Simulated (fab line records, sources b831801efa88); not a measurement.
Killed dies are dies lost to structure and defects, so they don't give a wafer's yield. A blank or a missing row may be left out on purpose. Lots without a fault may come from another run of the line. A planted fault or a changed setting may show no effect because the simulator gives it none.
Which tool did it? | flow sky130 | 11 lots, 32 wafers sampled, at 1 step of a route of 708

WHAT THE GAUGES READ, wafer by wafer
SKY_FIELD_ISO_BOW_MEAS_00.
lot  | measured    | on            | INCOMING_BOW (um)
L821 | day 1 10:00 | film_metro-03 | -1 -4 -3
L822 | day 1 15:01 | film_metro-02 | -5 -7 -1
L823 | day 1 20:00 | film_metro-03 | -11 9 -7
L826 | day 2 11:00 | film_metro-04 | 8 -12 4
L827 | day 2 16:00 | film_metro-04 | 1 3 -3
L830 | day 3 07:04 | film_metro-04 | -7 3
L834 | day 4 03:04 | film_metro-02 | 7 4 4
L837 | day 4 18:00 | film_metro-02 | -15 -1 0
L840 | day 5 09:00 | film_metro-04 | -4 -5 5
L843 | day 6 00:04 | film_metro-03 | 8 -3 -8
L844 | day 6 05:01 | film_metro-03 | -9 -3 -6

WHICH TOOL RAN EACH LOT (tool, then ch and the chambers of the sampled wafers, then the start)
The record holds no process step before these readings.

THE ANSWER, worked out from the rows above alone
Rule: what is usual is taken from the lots themselves. Put in order of their means at a reading, lots are off if they are a third of the lots or fewer, leave a main group of 4 or more, and stand apart from it by a gap of 3 or more times the standard deviation of the main group's means; of several such gaps the widest counts. A main group whose means are all the same, to the digits that the tables above print for the reading, isn't used. A lot without any number at a reading at which 4 lots or more have one is off too. The other lots that the step has rows for count as sound.
No lot is off at any reading shown: from this, nothing can be told.

WHAT THE SIMULATOR HAD PUT IN
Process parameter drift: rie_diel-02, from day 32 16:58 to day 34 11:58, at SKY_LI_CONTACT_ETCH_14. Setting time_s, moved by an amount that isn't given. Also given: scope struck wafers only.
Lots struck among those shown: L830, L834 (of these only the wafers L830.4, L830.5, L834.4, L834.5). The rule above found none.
